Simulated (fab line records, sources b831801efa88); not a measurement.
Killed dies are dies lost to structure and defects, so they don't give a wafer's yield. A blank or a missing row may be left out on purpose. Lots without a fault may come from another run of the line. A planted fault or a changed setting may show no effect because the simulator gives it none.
fab line records | flow sky130
record lots=6 wafers=18 last_day=50
route steps=708 shown FIELD_ISO@13
lots that met no fault: from a run of the same line without faults
start_h: hours from the record's first day to the start of the lot's first wafer shown | wait_h: hours since the lot's step before | " the same as in the row above | L1.1+2: a row that stands for several wafers | - no value, or no start given | * or withheld: withheld | < > ~ a bound
route shown NAME@n: a module of which the file shows steps, and the number in the route of the first | usual: mean/standard deviation of fault-free wafers | same: alike in all rows | chamber/n: place in a boat | sites: the reading at each site | _std_site: their standard deviation | _edge_site: outer sites' mean less inner sites' | radius_mm: how far each site lies from the wafer's centre | mask NAME#n: copy n | behind: the tool/chamber that last shaped the wafer | hold: why the lot was held/for how many hours/how that ended | device: the transistor (n, p or np) that didn't switch | end of line: the same wafers' tests at the end of the route | a step without rows: its recipe alone | killed: dies lost to structure and defects at the first sort, not the wafer's yield | map: a wafer's dies, x killed, . not, _ none there
set.NAME: the setting as run; set.NAME@STEP: as run at that earlier step | model.NAME: the simulator's own value behind a step, which no gauge read
lots at some steps of the route; a table a step, a row a wafer
services: from which hour (start_h, from the record's first day; less than 0 if before it) a tool's chamber was out of use, for how many hours, and why
## steps
# step SKY_FIELD_ISO_DEVELOP_12
# recipe develop_time_s=60 resist=KrF-thick dev_temp_c=21
# step SKY_FIELD_ISO_CD_MEAS_13
# recipe target_cd_nm=150
# usual cd_nm=150.4/1.8
# columns lot.wafer tool chamber start_h wait_h cd_nm
L719.2 cd_sem-01 - 44.28 - 149.2
L719.4 " - " " 151.3
L719.6 " - " " 150.7
L726.1 cd_sem-02 - 81.11 - 149.3
L726.2 " - " " 150.1
L726.6 " - " " 150.8
L727.1 cd_sem-02 - 86.19 - 154.1
L727.5 " - " " 155.3
L727.6 " - " " 154.3
L736.1 cd_sem-01 - 133.49 - 149.9
L736.4 " - " " 150.0
L736.5 " - " " 150.3
L737.2 cd_sem-01 - 137.58 - 149.4
L737.3 " - " " 148.3
L737.6 " - " " 149.6
L738.2 cd_sem-02 - 143.18 - 149.3
L738.5 " - " " 150.4
L738.6 " - " " 151.5
# step SKY_FIELD_ISO_ETCH_14
# recipe chemistry=N2/H2 target=BARC ion_energy_ev=200 source_w=500 bias_w=100 pressure_mtorr=30 n2_flow_sccm=100 h2_flow_sccm=200 stop_on=SiO2 time_s=45.9 target_depth_a=600
# usual drypump_motor_current_A=5.5/0.47 h2_flow_sccm=200.0/0.57 oes_product_au=0.856/0.0044 throttle_valve_pct=13.224/0.0088
# columns lot.wafer tool chamber start_h wait_h drypump_motor_current_A h2_flow_sccm oes_product_au rf_hours_counter_h throttle_valve_pct
L719.2 rie_diel-04 3 44.38 0.1 5.5 199.6 0.861 64 13.221
L719.4 " 0 " " 5.0 199.7 0.854 57 13.223
L719.6 " 1 " " 6.3 199.6 0.848 - 13.221
L726.1 rie_diel-04 0 81.23 0.1 5.0 199.5 0.861 58 13.222
L726.2 " 2 " " 5.2 199.7 0.859 136 13.227
L726.6 " 2 " " 5.2 199.2 0.856 - 13.220
L727.1 rie_diel-04 0 86.31 0.1 5.0 199.2 0.858 58 13.223
L727.5 " 1 " " 6.3 201.5 0.859 - 13.228
L727.6 " 0 " " 5.0 199.7 0.855 - 13.245
L736.1 rie_diel-04 0 133.61 0.1 5.0 199.3 0.850 59 13.221
L736.4 " 2 " " 5.1 199.3 0.847 137 13.230
L736.5 " 3 " " 5.4 200.2 0.865 - 13.230
L737.2 rie_diel-02 3 137.68 0.1 5.0 200.1 0.856 7 13.224
L737.3 " 2 " " 5.6 199.6 0.860 7 13.222
L737.6 " 3 " " 5.0 200.3 0.859 - 13.218
L738.2 rie_diel-03 3 143.28 0.1 5.4 199.5 0.853 64 13.213
L738.5 " 2 " " 6.1 200.3 0.859 - 13.222
L738.6 " 1 " " 4.8 200.0 0.852 - 13.211
# step SKY_FIELD_ISO_ETCH_15
# recipe chemistry=CHF3/O2 target_depth_nm=180 stop_on=Si source_w=600 bias_w=200 pressure_mtorr=40 chf3_flow_sccm=50 O2_flow_sccm=5 time_s=72
# usual drypump_motor_current_A=5.5/0.47 oes_product_au=0.891/0.007 throttle_valve_pct=8.828/0.009
# columns lot.wafer tool chamber start_h wait_h drypump_motor_current_A oes_product_au rf_hours_counter_h throttle_valve_pct
L719.2 rie_diel-04 3 44.43 0.0 5.4 0.891 64 8.822
L719.4 " 0 " " 5.0 0.887 57 8.820
L719.6 " 1 " " 6.3 0.891 - 8.826
L726.1 rie_diel-04 0 81.28 0.0 5.0 0.897 58 8.817
L726.2 " 2 " " 5.1 0.883 136 8.832
L726.6 " 2 " " 5.1 0.888 - 8.827
L727.1 rie_diel-04 0 89.31 3.0 5.0 0.890 58 8.841
L727.5 " 1 " " 6.3 0.890 - 8.829
L727.6 " 0 " " 5.0 0.881 - 8.842
L736.1 rie_diel-04 0 133.65 0.0 5.0 0.894 59 8.834
L736.4 " 2 " " 5.1 0.891 137 8.813
L736.5 " 3 " " 5.4 0.894 - 8.838
L737.2 rie_diel-02 3 137.73 0.0 5.0 0.896 7 8.840
L737.3 " 2 " " 5.6 0.899 7 8.827
L737.6 " 3 " " 5.0 0.898 - 8.816
L738.2 rie_diel-03 3 143.33 0.0 5.3 0.883 64 8.834
L738.5 " 2 " " 6.1 0.901 - 8.832
L738.6 " 1 " " 4.8 0.898 - 8.836
# step SKY_FIELD_ISO_STRIP_16
# recipe chemistry=O2/N2 power_w=1400 pressure_mtorr=1500 platen_temp_c=withheld o2_flow_sccm=3000 n2_flow_sccm=300 overash_fraction=0.5
# usual drypump_motor_current_A=5.4/0.58 o2_flow_sccm=3000/9.8 oes_product_au=0.378/0.0045 strip_time_to_endpoint_s=3.54/0.036
# columns lot.wafer tool chamber start_h wait_h drypump_motor_current_A o2_flow_sccm oes_product_au rf_hours_counter_h strip_time_to_endpoint_s
L719.2 plasma_asher-01 0 44.48 0.0 4.9 2991 0.382 38 3.58
L719.4 " 0 " " 4.8 2997 0.381 - 3.56
L719.6 " 1 " " 5.0 2987 0.377 - 3.53
L726.1 plasma_asher-01 0 81.33 0.0 4.9 2997 0.376 41 3.56
L726.2 " 1 " " 5.0 3002 0.370 41 3.50
L726.6 " 1 " " 5.0 2999 0.367 - 3.50
L727.1 plasma_asher-01 1 89.37 0.0 5.0 2997 0.380 42 3.57
L727.5 " 0 " " 4.8 2993 0.381 - 3.52
L727.6 " 1 " " 5.0 3000 0.380 - 3.55
L736.1 plasma_asher-01 0 133.71 0.0 4.8 2988 0.376 47 3.56
L736.4 " 1 " " 5.0 2999 0.370 - 3.50
L736.5 " 0 " " 4.8 2988 0.377 - 3.59
L737.2 plasma_asher-01 0 137.78 0.0 4.8 3007 0.381 47 3.59
L737.3 " 1 " " 5.0 3008 0.367 - 3.49
L737.6 " 0 " " 4.8 3017 0.380 - 3.60
L738.2 plasma_asher-01 1 143.38 0.0 5.0 3004 0.375 48 3.57
L738.5 " 1 " " 5.0 2993 0.378 - 3.51
L738.6 " 0 " " 4.8 3004 0.377 - 3.57
# step SKY_FIELD_ISO_ETCH_17
# recipe target_depth_a=3420 mask_material=Si3N4 chemistry=HBr/Cl2/O2 target=Si taper_deg=5 icp_w=600 bias_w=150 pressure_mtorr=15 HBr_flow_sccm=150 Cl2_flow_sccm=40 O2_flow_sccm=6 time_s=97.7
# usual HBr_flow_sccm=150.0/0.44 drypump_motor_current_A=5.9/0.6 oes_product_au=0.998/0.013 throttle_valve_pct=25.658/0.011
# columns lot.wafer tool chamber start_h wait_h HBr_flow_sccm drypump_motor_current_A oes_product_au rf_hours_counter_h throttle_valve_pct
L719.2 rie_si-02 1 44.58 0.1 149.8 4.9 0.983 1 25.666
L719.4 " 2 " " 149.7 6.1 1.005 75 25.633
L719.6 " 3 " " 150.2 5.0 1.006 - 25.655
L726.1 rie_si-02 1 81.43 0.1 150.9 4.9 0.990 1 25.659
L726.2 " 0 " " 149.4 6.4 0.977 2 25.667
L726.6 " 1 " " 150.3 4.9 0.987 - 25.670
L727.1 rie_si-02 1 89.47 0.1 149.7 4.9 0.978 1 25.647
L727.5 " 2 " " 149.5 6.1 1.007 - 25.643
L727.6 " 1 " " 149.9 4.9 0.987 - 25.678
L736.1 rie_si-01 3 133.81 0.1 149.5 5.9 0.999 2 25.655
L736.4 " 3 " " 150.3 5.9 0.995 - 25.669
L736.5 " 1 " " 149.9 6.2 1.003 - 25.662
L737.2 rie_si-02 3 137.88 0.1 150.9 5.1 1.003 80 25.647
L737.3 " 0 " " 148.9 6.4 0.997 3 25.671
L737.6 " 1 " " 149.9 4.9 0.981 - 25.637
L738.2 rie_si-02 3 143.48 0.1 150.2 5.1 1.017 80 25.651
L738.5 " 0 " " 149.7 6.4 0.987 - 25.665
L738.6 " 1 " " 150.7 4.9 0.989 - 25.679
# step SKY_FIELD_ISO_WET_ETCH_18
# recipe chemistry=H3PO4 target_depth_nm=25 temp_c=160 target=Si3N4 time_s=286
# step SKY_FIELD_ISO_CLEAN_19
# recipe chemistry=SC1/SC2 mix=1:4:20 temp_c=70 time_s=150
# step SKY_FIELD_ISO_CLEAN_20
# recipe chemistry=dHF time_s=20 dilution=100:1
# step SKY_FIELD_ISO_WET_ETCH_21
# recipe chemistry=dHF dilution=100:1 target_depth_nm=20 dry=ipa_marangoni target=SiO2 temp_c=25 time_s=400
# step SKY_FIELD_ISO_OXIDATION_22
# recipe temp_c=950 ambient=O2 stabilise_s=600 purge_s=300 target_thk_a=100 ox_time_s=623
# step SKY_FIELD_ISO_THK_MEAS_23
# recipe reads=SiO2_of_FIELD_ISO_OXIDATION_22
# usual FIELD_ISO_OXIDATION_01_THK=10.08/0.16
# columns lot.wafer tool chamber start_h wait_h FIELD_ISO_OXIDATION_01_THK[nm]
L719.2 film_metro-03 - 46.81 0.0 9.78
L719.4 " - " " 10.04
L719.6 " - " " 9.94
L726.1 film_metro-02 - 83.60 0.0 9.86
L726.2 " - " " 9.88
L726.6 " - " " 9.91
L727.1 film_metro-01 - 92.23 0.0 9.72
L727.5 " - " " 9.98
L727.6 " - " " 9.83
L736.1 film_metro-02 - 136.25 0.0 10.11
L736.4 " - " " 10.02
L736.5 " - " " 10.12
L737.2 film_metro-02 - 140.33 0.0 10.10
L737.3 " - " " 10.26
L737.6 " - " " 10.06
L738.2 film_metro-02 - 145.66 0.0 10.40
L738.5 " - " " 10.42
L738.6 " - " " 10.51
# step SKY_FIELD_ISO_CVD_24
# recipe material=SiO2 target_thk_nm=595 temp_c=650 sigma_open_frac=0.3 time_s=99.2 sih4_flow_sccm=60 pressure_mtorr=6
# columns lot.wafer tool chamber start_h wait_h model.SiO2_of_FIELD_ISO_CVD_24.thk_nm
L719.2 hdpcvd-01 1 46.86 0.0 592.6
L719.4 " 0 " " 598.2
L719.6 " 2 " " 595.4
L726.1 hdpcvd-01 2 83.66 0.1 580
L726.2 " 1 " " 578.2
L726.6 " 1 " " 585.6
L727.1 hdpcvd-02 0 92.29 0.1 589.5
L727.5 " 0 " " 591.6
L727.6 " 2 " " 599.5
L736.1 hdpcvd-02 0 136.31 0.1 594.9
L736.4 " 0 " " 600.5
L736.5 " 2 " " 831.4
L737.2 hdpcvd-02 1 140.38 0.0 592.8
L737.3 " 2 " " 816.6
L737.6 " 0 " " 594
L738.2 hdpcvd-01 0 145.71 0.0 586.1
L738.5 " 1 " " 576.3
L738.6 " 2 " " 589.7
# step SKY_FIELD_ISO_THK_MEAS_25
# recipe reads=SiO2_of_FIELD_ISO_CVD_24
# usual FIELD_ISO_CVD_24_THK=594/7.1
# columns lot.wafer tool chamber start_h wait_h hold FIELD_ISO_CVD_24_THK[nm]
L719.2 film_metro-02 - 46.94 0.0 - 592
L719.4 " - " " - 599
L719.6 " - " " - 595
L726.1 film_metro-01 - 83.74 0.0 - 580
L726.2 " - " " - 578
L726.6 " - " " - 585
L727.1 film_metro-03 - 92.36 0.0 - 590
L727.5 " - " " - 591
L727.6 " - " " - 599
L736.1 film_metro-03 - 136.38 0.0 await_dispo/0.2h/release 596
L736.4 " - " " await_dispo/0.2h/release 600
L736.5 " - " " await_dispo/0.2h/release 831
L736.1 film_metro-03 - 136.61 0.2 - 595
L736.4 " - " " - 600
L736.5 " - " " - 832
L737.2 film_metro-01 - 140.46 0.0 await_dispo/0.2h/release 593
L737.3 " - " " await_dispo/0.2h/release 816
L737.6 " - " " await_dispo/0.2h/release 594
L737.2 film_metro-01 - 140.68 0.2 - 593
L737.3 " - " " - 817
L737.6 " - " " - 594
L738.2 film_metro-03 - 145.79 0.0 - 587
L738.5 " - " " - 577
L738.6 " - " " - 590
# step SKY_FIELD_ISO_CMP_27
# recipe stop_on=Si3N4 t_overpolish_s=16 down_force_psi=4 platen_rpm=60 target_thk_nm=457.8 pad_velocity_m_s=0.94248
# usual motor_current_A=11.6/1.2 time_to_endpoint_s=112/3.5
# columns lot.wafer tool chamber start_h wait_h motor_current_A time_to_endpoint_s
L719.2 cmp-01 3 49.64 0.1 13.9 112
L719.4 " 0 " " 10.9 115
L719.6 " 3 " " 13.3 109
L726.1 cmp-02 3 85.30 0.0 11.5 100
L726.2 " 1 " " 11.6 103
L726.6 " 0 " " 11.2 109
L727.1 cmp-02 2 93.97 0.1 10.7 111
L727.6 " 1 " " 11.4 112
L727.5 " 2 " " 9.8 113
L736.4 cmp-01 0 142.73 0.1 10.9 114
L736.1 " 1 " " 13.8 108
L736.5 " 0 " " 10.7 157
L737.3 cmp-02 3 147.20 0.1 11.0 151
L737.2 " 1 " " 11.8 110
L737.6 " 3 " " 11.7 111
L738.2 cmp-01 0 148.44 0.0 10.6 112
L738.6 " 0 " " 11.1 114
L738.5 " 1 " " 14.4 110
# step SKY_FIELD_ISO_WET_ETCH_28
# recipe chemistry=dHF target_depth_nm=23.7 target=SiO2 dilution=10:1 temp_c=25 time_s=47
## services
# columns tool chamber start_h hours kind
cmp-01 - 26.02 9.6 pm
hdpcvd-02 0 27.68 5.7 repair
hdpcvd-01 1 31.33 3.7 repair
rie_diel-02 2 37.84 6.7 repair
cmp-01 - 39.89 2.5 repair
cmp-01 - 41.39 4.1 repair
cmp-02 - 45.52 5.4 pm
rie_diel-03 - 47.76 2.4 repair
cmp-01 - 51.55 2.7 repair
cmp-02 - 64.26 4.0 pm
hdpcvd-01 - 66.08 6.0 pm
hdpcvd-02 - 66.75 15.0 pm
hdpcvd-02 0 66.75 15.0 vent_cycle
hdpcvd-02 1 66.75 15.0 vent_cycle
hdpcvd-02 2 66.75 15.0 vent_cycle
cmp-02 - 68.26 - consumable_replace:conditioner
cmp-01 - 87.36 23.5 repair
rie_diel-04 2 92.82 2.4 repair
rie_diel-04 1 101.11 8.1 repair
rie_si-02 1 121.89 13.0 repair
cmp-02 - 123.07 5.2 pm
cmp-01 - 128.67 4.1 pm
cmp-01 - 133.89 2.6 repair
rie_si-02 2 135.27 13.9 repair
## key
first_sign step=SKY_FIELD_ISO_THK_MEAS_25 reading=visit direction=added
effect step=SKY_FIELD_ISO_THK_MEAS_25 reading=FIELD_ISO_CVD_24_THK direction=up sigmas=32 usual=594 struck=824
effect step=SKY_FIELD_ISO_CMP_27 reading=time_to_endpoint_s direction=up sigmas=12 usual=* struck=*
model_effect step=SKY_FIELD_ISO_CVD_24 value=SiO2_of_FIELD_ISO_CVD_24.thk_nm without=597.3 struck=824
met_at SKY_FIELD_ISO_CVD_24
struck_wafers L736.5,L737.3
tester_left_out L736,L737
onset_between 92.29 136.31
fault kind=process_parameter_drift tool=hdpcvd-02 chamber=2 onset_h=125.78 steps=SKY_FIELD_ISO_CVD_24 channel=target_thk_nm offset=226.71 shape=step end_h=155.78 acts_in=these_recipes_only stated=595
# tester_left_out: of these lots the tester's yield and bins aren't shown, on N5 and GAA mostly nor the transistor test; their killed dies are dies lost to structure and defects alone, not to doping, threshold or leakage, so they don't give the yield
